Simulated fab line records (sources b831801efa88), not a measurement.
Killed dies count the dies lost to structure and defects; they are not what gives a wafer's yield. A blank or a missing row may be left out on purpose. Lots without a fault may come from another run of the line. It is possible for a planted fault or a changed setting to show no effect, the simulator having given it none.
Which tool did it? | flow gf180mcu | Sampling: 13 lots, 38 wafers, 6 of 602 route steps

== WHAT EACH GAUGE READ, for each wafer ==
GF_V2_THK_MEAS_01.
lot  | measured     | on           | V2_CVD_00_THK (nm)
L298 | day 18 20:59 | filmMetro-02 | 604 603 607
L299 | day 19 15:44 | filmMetro-02 | 601 615 606
L300 | day 19 20:18 | filmMetro-04 | 599 597 604
L301 | day 20 14:20 | filmMetro-03 | 610 603 594
L303 | day 21 12:23 | filmMetro-02 | 599 607 605
L302 | day 21 13:29 | filmMetro-02 | 592 600 598
L305 | day 22 05:41 | filmMetro-04 | 589 584 594
L304 | day 22 21:57 | filmMetro-03 | 596 596 590
L306 | day 23 02:19 | filmMetro-04 | 590 599 596
L307 | day 23 11:44 | filmMetro-02 | 599 601 591
L312 | day 25 01:27 | filmMetro-03 | 598 603
L317 | day 26 00:46 | filmMetro-02 | 606 606 600
L319 | day 26 16:32 | filmMetro-03 | 606 598 592

GF_V2_BOW_MEAS_05.
lot  | measured     | on           | V2_BOW (um)
L298 | day 18 21:30 | filmMetro-02 | 105 114 100
L299 | day 19 16:14 | filmMetro-02 | 99 99 105
L300 | day 19 20:48 | filmMetro-04 | 97 95 102
L301 | day 20 14:49 | filmMetro-04 | 107 97 105
L303 | day 21 12:53 | filmMetro-03 | 99 96 109
L302 | day 21 13:59 | filmMetro-03 | 84 99 90
L305 | day 22 06:11 | filmMetro-04 | 94 89 96
L304 | day 22 22:27 | filmMetro-03 | 92 101 101
L306 | day 23 02:49 | filmMetro-02 | 85 78 93
L307 | day 23 12:14 | filmMetro-03 | 103 99 95
L312 | day 25 01:56 | filmMetro-04 | 87 102
L317 | day 26 01:18 | filmMetro-02 | 112 107 111
L319 | day 26 17:07 | filmMetro-03 | 103 109 102

GF_V2_RS_MEAS_24: the measuring method here is four-point-probe.
lot  | measured     | on           | V2_W_RS (ohm/sq)
L298 | day 19 23:01 | filmMetro-04 | 0.328 0.328 0.329
L299 | day 20 17:58 | filmMetro-04 | 0.331 0.330 0.334
L300 | day 20 21:50 | filmMetro-04 | 0.337 0.330 0.332
L301 | day 21 15:56 | filmMetro-03 | 0.335 0.336 0.332
L303 | day 22 13:23 | filmMetro-04 | 0.332 0.330 0.330
L302 | day 22 14:56 | filmMetro-02 | 0.326 0.322 0.329
L305 | day 23 06:40 | filmMetro-03 | 0.330 0.324 0.326
L304 | day 23 22:40 | filmMetro-02 | 0.327 0.328 0.332
L306 | day 24 03:02 | filmMetro-03 | 0.332 0.330 0.330
L307 | day 24 11:49 | filmMetro-03 | 0.327 0.325 0.327
L312 | day 26 00:44 | filmMetro-04 | 0.321 0.312
L317 | day 26 22:43 | filmMetro-03 | 0.328 0.329 0.329
L319 | day 27 13:52 | filmMetro-03 | 0.332 0.329 0.332

GF_V2_THK_MEAS_25: measures by xrf.
lot  | measured     | on           | V2_W_THK (nm)
L298 | day 19 23:07 | filmMetro-04 | 350 349 348
L299 | day 20 18:04 | filmMetro-04 | 351 352 346
L300 | day 20 21:57 | filmMetro-04 | 345 352 348
L301 | day 21 16:03 | filmMetro-03 | 340 341 345
L303 | day 22 13:30 | filmMetro-04 | 349 351 353
L302 | day 22 15:03 | filmMetro-02 | 349 352 346
L305 | day 23 06:47 | filmMetro-03 | 346 354 354
L304 | day 23 22:46 | filmMetro-02 | 353 351 346
L306 | day 24 03:09 | filmMetro-03 | 348 349 349
L307 | day 24 11:56 | filmMetro-03 | 350 354 355
L312 | day 26 00:51 | filmMetro-04 | 362 371
L317 | day 26 22:50 | filmMetro-03 | 357 353 353
L319 | day 27 13:58 | filmMetro-03 | 346 352 350

== EACH LOT AND THE TOOL THAT RAN IT (in order: tool; ch and the chambers of the sampled wafers; start) ==
lot  | GF_M2_METAL_ETCH_16              | GF_V2_CVD_23
L298 | rieMetal-01 ch 1, day 18 20:11   | cvdW-02 ch 0,1, day 19 22:53
L299 | rieMetal-01 ch 0,1, day 19 14:59 | cvdW-01 ch 0,1, day 20 17:50
L300 | rieMetal-01 ch 0,1, day 19 19:34 | cvdW-02 ch 0,1, day 20 21:43
L301 | rieMetal-04 ch 0,1, day 20 13:35 | cvdW-01 ch 0,1, day 21 15:49
L303 | rieMetal-04 ch 0,1, day 21 11:40 | cvdW-01 ch 0,1, day 22 13:16
L302 | rieMetal-02 ch 0,1, day 21 12:46 | cvdW-02 ch 0,1, day 22 14:49
L305 | rieMetal-01 ch 0,1, day 22 04:58 | cvdW-02 ch 0,1, day 23 06:33
L304 | rieMetal-04 ch 0,1, day 22 21:13 | cvdW-02 ch 0,1, day 23 22:32
L306 | rieMetal-04 ch 0,1, day 23 01:34 | cvdW-01 ch 0,1, day 24 02:54
L307 | rieMetal-01 ch 0,1, day 23 10:58 | cvdW-01 ch 0,1, day 24 11:43
L312 | rieMetal-01 ch 0,1, day 25 00:43 | cvdW-01 ch 0,1, day 26 00:37
L317 | rieMetal-04 ch 0,1, day 25 23:59 | cvdW-02 ch 0,1, day 26 22:37
L319 | rieMetal-04 ch 0,1, day 26 15:47 | cvdW-02 ch 0,1, day 27 13:44
- GF_M2_METAL_ETCH_16: etches the open film in Cl2/BCl3, stops on SiO2, target depth 750.8 nm, time 125.1 s.
- GF_V2_CVD_23: deposits W, target thk 350 nm, time 104.94 s.

== WHAT THE TOOLS THEMSELVES READ (means of the sampled wafers that have a number; where no wafer has one, the mark that the record gives instead) ==
GF_M2_METAL_ETCH_16.
lot  | tool        | drypumpMotorCurrentA (A) | mfcCl2Sccm (sccm) | oesProductAu (a.u.) | throttleValvePct (%)
L298 | rieMetal-01 | 4.7                      | 80.23             | 0.987               | 28.233
L299 | rieMetal-01 | 5.2                      | 80.08             | 0.992               | 28.229
L300 | rieMetal-01 | 5.6                      | 80.06             | 0.994               | 28.228
L301 | rieMetal-04 | 5.8                      | 79.91             | 0.984               | 28.239
L303 | rieMetal-04 | 6.1                      | 79.84             | 0.982               | 28.242
L302 | rieMetal-02 | 6.1                      | 79.94             | 0.988               | 28.239
L305 | rieMetal-01 | 5.2                      | 80.23             | 0.992               | 28.235
L304 | rieMetal-04 | 5.8                      | 80.06             | 0.977               | 28.245
L306 | rieMetal-04 | 5.8                      | 79.79             | 0.985               | 28.234
L307 | rieMetal-01 | 5.2                      | 79.79             | 0.981               | 28.232
L312 | rieMetal-01 | 5.4                      | 80.13             | 0.988               | 28.234
L317 | rieMetal-04 | 6.1                      | 79.90             | 0.986               | 28.237
L319 | rieMetal-04 | 5.8                      | 80.14             | 0.983               | 28.240

GF_V2_CVD_23.
lot  | tool    | heaterPowerW (W)
L298 | cvdW-02 | 901
L299 | cvdW-01 | 886
L300 | cvdW-02 | 887
L301 | cvdW-01 | 855
L303 | cvdW-01 | 857
L302 | cvdW-02 | 895
L305 | cvdW-02 | 903
L304 | cvdW-02 | 893
L306 | cvdW-01 | 913
L307 | cvdW-01 | 876
L312 | cvdW-01 | 892
L317 | cvdW-02 | 900
L319 | cvdW-02 | 896

== THE ANSWER, worked out from the rows above alone ==
Rule: the usual values come from the lots themselves. Put in order of their means at a reading, lots are off if they are a third of the lots or fewer, leave a main group of 4 or more, and stand apart from it by a gap of 3 or more times the standard deviation of the main group's means; of several such gaps the widest counts. Not used: any main group whose means are identical at the precision the tables above print for the reading. A lot without any number at a reading at which 4 lots or more have one is off too. All remaining lots with rows at the step are treated as sound. After the gauges, taken in route order, come the tools' own readings; for these a lot's mean is taken, as printed above. At the first step where some lot is off, the reading lying furthest off is the one used; lots without a number count as furthest.
Off: at GF_V2_RS_MEAS_24 (V2_W_RS), L312. Mean 0.330 ohm/sq and standard deviation 0.0026 in the main group.
If a tool, at a process step before that reading, ran all the lots that are off and no sound lot after the first of them, it fits. The gauges at GF_V2_RS_MEAS_24 are tried like those tools. Can't be told from this: 3 tools fit, rieMetal-01 at GF_M2_METAL_ETCH_16, cvdW-01 at GF_V2_CVD_23, filmMetro-04 at GF_V2_RS_MEAS_24.

== WHAT THE SIMULATOR HAD INSERTED ==
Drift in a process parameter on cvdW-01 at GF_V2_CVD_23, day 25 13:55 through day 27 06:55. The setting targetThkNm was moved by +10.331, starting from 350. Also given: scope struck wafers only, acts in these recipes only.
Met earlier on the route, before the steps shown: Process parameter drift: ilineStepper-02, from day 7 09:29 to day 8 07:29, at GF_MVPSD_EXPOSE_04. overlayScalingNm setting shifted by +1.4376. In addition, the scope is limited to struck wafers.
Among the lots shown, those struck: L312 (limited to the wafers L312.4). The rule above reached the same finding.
